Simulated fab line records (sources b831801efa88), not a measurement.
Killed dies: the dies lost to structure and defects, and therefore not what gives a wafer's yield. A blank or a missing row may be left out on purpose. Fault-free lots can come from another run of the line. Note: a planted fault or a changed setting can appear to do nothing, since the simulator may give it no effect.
Which tool was responsible? || flow gf180mcu || 18 wafers from 6 lots sampled at 4 of the route's 602 steps

WHAT EACH GAUGE READ, for each wafer
GF_V1_CD_MEAS_14 targets a cd of 260 nm.
{"lot": "L860", "measured": "day 18 10:13", "on": "cd-sem-01", "cd-nm (nm)": "259.2 257.9 258.1"}
{"lot": "L863", "measured": "day 19 16:43", "on": "cd-sem-01", "cd-nm (nm)": "259.1 259.4 257.4"}
{"lot": "L867", "measured": "day 21 00:38", "on": "cd-sem-01", "cd-nm (nm)": "259.0 258.6 258.8"}
{"lot": "L872", "measured": "day 23 00:16", "on": "cd-sem-01", "cd-nm (nm)": "260.2 260.9 260.8"}
{"lot": "L875", "measured": "day 23 23:09", "on": "cd-sem-02", "cd-nm (nm)": "259.8 260.0 261.1"}

WHICH TOOL RAN EACH LOT (tool, then ch and the chambers of the sampled wafers, then the start)
{"lot": "L860", "GF_POLY_GATE_ETCH_13": "rie-si-02 ch 2,3, day 9 13:32", "GF_POLY_GATE_STRIP_14": "plasma-asher-02 ch 0,1, day 9 13:35", "GF_SALICIDE_RTA_06": "rtp-anneal-01 ch 0, day 15 10:58"}
{"lot": "L863", "GF_POLY_GATE_ETCH_13": "rie-si-02 ch 0,1,2, day 10 11:29", "GF_POLY_GATE_STRIP_14": "plasma-asher-02 ch 0,1, day 10 11:32", "GF_SALICIDE_RTA_06": "rtp-anneal-02 ch 0, day 16 14:31"}
{"lot": "L867", "GF_POLY_GATE_ETCH_13": "rie-si-01 ch 1,2,3, day 11 09:29", "GF_POLY_GATE_STRIP_14": "plasma-asher-02 ch 0,1, day 11 09:32", "GF_SALICIDE_RTA_06": "rtp-anneal-01 ch 0, day 17 19:28"}
{"lot": "L872", "GF_POLY_GATE_ETCH_13": "rie-si-02 ch 0,1,2, day 13 01:26", "GF_POLY_GATE_STRIP_14": "plasma-asher-01 ch 0,1, day 13 01:31", "GF_SALICIDE_RTA_06": "rtp-anneal-01 ch 0, day 19 21:41"}
{"lot": "L875", "GF_POLY_GATE_ETCH_13": "rie-si-01 ch 1,3, day 14 01:41", "GF_POLY_GATE_STRIP_14": "plasma-asher-02 ch 0,1, day 14 01:44", "GF_SALICIDE_RTA_06": "rtp-anneal-01 ch 0, day 20 22:05"}
{"lot": "L877", "GF_POLY_GATE_ETCH_13": "rie-si-01 ch 0,1,3, day 14 10:41", "GF_POLY_GATE_STRIP_14": "plasma-asher-03 ch 0,1, day 14 10:44", "GF_SALICIDE_RTA_06": "-"}
- GF_POLY_GATE_ETCH_13: etches poly-Si in HBr/Cl2, stops on SiO2, target depth 198.5 nm, time 69.6 s.
- GF_POLY_GATE_STRIP_14: strips in O2/N2.
- GF_SALICIDE_RTA_06: time 30 s.

THE ANSWER, worked out from the rows above alone
Rule: the usual values come from the lots themselves. Put in order of their means at a reading, lots are off if they are a third of the lots or fewer, leave a main group of 4 or more, and stand apart from it by a gap of 3 or more times the standard deviation of the main group's means; of several such gaps the widest counts. Not used: any main group whose means are identical at the precision the tables above print for the reading. A lot without any number at a reading at which 4 lots or more have one is off too. Any other lot the step has rows for is counted as sound.
Across all readings shown, no lot is off: no conclusion can be drawn from this.

WHAT THE SIMULATOR PUT IN
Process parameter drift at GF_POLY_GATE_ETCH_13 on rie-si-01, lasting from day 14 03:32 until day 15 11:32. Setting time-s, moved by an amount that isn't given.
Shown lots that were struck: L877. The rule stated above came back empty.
